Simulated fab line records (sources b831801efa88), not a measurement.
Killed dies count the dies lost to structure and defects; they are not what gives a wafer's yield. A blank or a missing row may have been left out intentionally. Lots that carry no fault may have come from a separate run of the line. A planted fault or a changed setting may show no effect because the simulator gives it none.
One fault through the eyes of 2 desks ; flow gf180mcu ; each desk has only its own numbers; what lay behind them comes last

## AT THE TOOL OWNER'S DESK: krfScanner-02
The tool's own readings at GF_M3_EXPOSE_11 (exposes mask Metal3, target cd 280 nm): means of the sampled wafers that have a number, for each lot that ran on this tool. Any lot whose mean is over 4 standard deviations away from the usual mean is out of limits and marked OUT; that distance is given in the brackets.
Columns: A = exposureDoseMJCm2 at GF_M3_EXPOSE_11, usual 27.957; B = focusOffsetNm at GF_M3_EXPOSE_11, usual 0.0 nm
lot;first seen here;A;B
L824;day 21 03:00;27.974;-1.0
L826;day 22 01:10;27.966;-0.0
L829;day 23 00:48;27.955;-0.3
L836;day 25 11:41;27.968;0.3
L837;day 25 22:21;27.956;0.3
L838;day 26 02:14;27.940;-0.0
L840;day 26 23:02;27.966;-0.2
L842;day 27 06:36;27.955;0.2
L846;day 28 12:01;28.012;0.1
This desk's finding: nothing out of limits on any of the 9 lots.

## AT THE METROLOGY DESK
Means of the sampled wafers that have a number, per lot and without regard to the tool the lot ran on: this is what the gauges read. Any lot whose mean is over 4 standard deviations away from the usual mean is out of limits and marked OUT; that distance is given in the brackets.
Columns: A = V2_CVD_00_THK at GF_V2_THK_MEAS_01, usual 599 nm
lot;first seen here;A
L824;day 19 10:33;603
L826;day 20 08:28;596
L828;day 21 05:20;593
L829;day 21 12:39;603
L830;day 21 19:04;615
L836;day 23 23:58;596
L837;day 24 12:42;597
L838;day 24 16:01;604
L839;day 25 00:05;590
L840;day 25 13:29;595
L842;day 25 21:38;600
L843;day 26 08:34;590
L846;day 27 04:25;598
This desk's finding: nothing out of limits on any of the 13 lots.

## ALL TOGETHER
The tool owner's desk saw nothing out of limits.
Nothing out of limits was seen by the metrology desk.

## WHAT THE SIMULATOR PUT IN
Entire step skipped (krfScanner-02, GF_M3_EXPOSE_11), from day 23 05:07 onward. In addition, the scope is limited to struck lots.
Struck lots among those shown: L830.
